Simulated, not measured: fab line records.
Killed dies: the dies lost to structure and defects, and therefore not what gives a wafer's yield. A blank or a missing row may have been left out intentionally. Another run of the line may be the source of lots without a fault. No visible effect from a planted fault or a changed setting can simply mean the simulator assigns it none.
Matching of chambers | flow sfq-line | 4 sister chambers for SFQ_TRILAYER_I0_CMP_CMP_028 on cmp-02
The step polishes SiO2. 14 wafers are shown with their chamber, then 7 later ones without.

EACH WAFER AND ITS CHAMBER
wafer  | chamber | motor-current-A (A) | time-to-endpoint-s (s)
L949.1 | 2       | 11.2                | 216
L949.5 | 1       | 11.0                | 223
L949.6 | 2       | 11.3                | 226
L952.1 | 3       | 9.5                 | 219
L952.2 | 1       | 12.0                | 214
L952.5 | 3       | 9.1                 | 212
L953.1 | 1       | 11.9                | 211
L953.3 | 2       | 11.6                | 218
L953.4 | 0       | 8.7                 | 231
L962.4 | 0       | 9.0                 | 223
L962.1 | 2       | 11.0                | 211
L962.2 | 3       | 8.9                 | 206
L968.3 | 3       | 9.1                 | 213
L968.1 | 1       | 11.8                | 206

SIGNATURES, as means of the wafers listed above
reading            | chamber 0 | chamber 1 | chamber 2 | chamber 3 | scatter within a chamber
motor-current-A    | 8.850     | 11.675    | 11.275    | 9.150     | 0.324
time-to-endpoint-s | 227.00    | 213.50    | 217.75    | 212.50    | 6.22
Rule: for a wafer and a chamber, the distance is found by dividing, reading by reading, the gap between the wafer's reading and the chamber's mean by the reading's scatter, squaring, summing and taking the root. If the next closest chamber is less than 2 further off than the closest, the wafer can't be placed; otherwise it belongs to the closest. The scatter: the root of (the sum of the squares of (reading less its chamber's mean) over the shown wafers, divided by (wafers less chambers)).

WAFERS MISSING THEIR CHAMBER
wafer  | motor-current-A (A) | time-to-endpoint-s (s)
L968.6 | 11.6                | 222
L969.3 | 11.4                | 215
L969.5 | 8.6                 | 228
L969.6 | 12.0                | 218
L971.4 | 11.6                | 217
L971.5 | 11.7                | 216
L971.6 | 11.2                | 218

CHAMBER TAKEN BY EACH
wafer  | from the rows above     | in truth
L968.6 | can't be placed: 2 or 1 | 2
L969.3 | can't be placed: 2 or 1 | 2
L969.5 | 0                       | 0
L969.6 | can't be placed: 1 or 2 | 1
L971.4 | can't be placed: 1 or 2 | 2
L971.5 | can't be placed: 1 or 2 | 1
L971.6 | can't be placed: 2 or 1 | 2
Correct placement for 1 of the 7. Unplaceable from these rows: 6, with the true chamber sitting among the candidates in 6. 0 placed wrongly.
